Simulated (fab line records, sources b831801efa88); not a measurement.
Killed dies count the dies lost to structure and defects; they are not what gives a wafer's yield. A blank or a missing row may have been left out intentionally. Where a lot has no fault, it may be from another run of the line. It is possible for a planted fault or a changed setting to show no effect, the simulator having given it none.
Matching of chambers / flow gf180mcu / GF_V4_CMP_26 on cmp-01: 4 sister chambers
The step polishes, stops on SiO2, t overpolish 15 s, target thk 0 nm. 16 wafers are shown with their chamber, then 7 later ones without.

## EACH WAFER AND ITS CHAMBER
wafer=L593.3; chamber=1; motorCurrentA (A)=11.3; timeToEndpointS (s)=86
wafer=L593.4; chamber=3; motorCurrentA (A)=11.4; timeToEndpointS (s)=90
wafer=L593.5; chamber=1; motorCurrentA (A)=11.0; timeToEndpointS (s)=86
wafer=L597.1; chamber=3; motorCurrentA (A)=12.2; timeToEndpointS (s)=90
wafer=L597.2; chamber=0; motorCurrentA (A)=9.5; timeToEndpointS (s)=89
wafer=L597.6; chamber=1; motorCurrentA (A)=10.2; timeToEndpointS (s)=86
wafer=L598.1; chamber=0; motorCurrentA (A)=9.6; timeToEndpointS (s)=83
wafer=L598.3; chamber=1; motorCurrentA (A)=10.7; timeToEndpointS (s)=85
wafer=L598.4; chamber=2; motorCurrentA (A)=10.6; timeToEndpointS (s)=84
wafer=L600.2; chamber=2; motorCurrentA (A)=10.2; timeToEndpointS (s)=87
wafer=L600.3; chamber=1; motorCurrentA (A)=10.8; timeToEndpointS (s)=84
wafer=L600.6; chamber=2; motorCurrentA (A)=10.5; timeToEndpointS (s)=90
wafer=L601.1; chamber=3; motorCurrentA (A)=11.5; timeToEndpointS (s)=89
wafer=L601.2; chamber=2; motorCurrentA (A)=10.9; timeToEndpointS (s)=80
wafer=L601.6; chamber=2; motorCurrentA (A)=10.9; timeToEndpointS (s)=81
wafer=L609.3; chamber=0; motorCurrentA (A)=9.3; timeToEndpointS (s)=84

SIGNATURES (averages over the wafers above)
reading=motorCurrentA; chamber 0=9.467; chamber 1=10.800; chamber 2=10.620; chamber 3=11.700; scatter within a chamber=0.346
reading=timeToEndpointS; chamber 0=85.33; chamber 1=85.40; chamber 2=84.40; chamber 3=89.67; scatter within a chamber=2.79
Rule: a wafer's distance from a chamber is the root of the sum, over the readings, of the square of ((its reading less the chamber's mean) divided by the reading's scatter). If the next closest chamber is less than 2 further off than the closest, the wafer can't be placed; otherwise it belongs to the closest. How the scatter is found: for the shown wafers, subtract from each reading the mean of its chamber, square and add these, divide the total by (wafers less chambers), then take the root.

## WAFERS WITH NO CHAMBER GIVEN
wafer=L609.6; motorCurrentA (A)=9.5; timeToEndpointS (s)=83
wafer=L611.2; motorCurrentA (A)=11.8; timeToEndpointS (s)=93
wafer=L611.3; motorCurrentA (A)=10.6; timeToEndpointS (s)=85
wafer=L611.6; motorCurrentA (A)=10.8; timeToEndpointS (s)=84
wafer=L616.2; motorCurrentA (A)=10.6; timeToEndpointS (s)=84
wafer=L616.4; motorCurrentA (A)=9.5; timeToEndpointS (s)=85
wafer=L616.6; motorCurrentA (A)=10.9; timeToEndpointS (s)=85

## THE CHAMBER EACH PASSED THROUGH
wafer=L609.6; from the rows above=0; in truth=0
wafer=L611.2; from the rows above=3; in truth=3
wafer=L611.3; from the rows above=can't be placed: 2 or 1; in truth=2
wafer=L611.6; from the rows above=can't be placed: 1 or 2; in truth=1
wafer=L616.2; from the rows above=can't be placed: 2 or 1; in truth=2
wafer=L616.4; from the rows above=0; in truth=0
wafer=L616.6; from the rows above=can't be placed: 1 or 2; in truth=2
Placed correctly: 3 of 7. Can't be placed from these rows: 4 (the true chamber is among the candidates in 4). 0 placed wrongly.
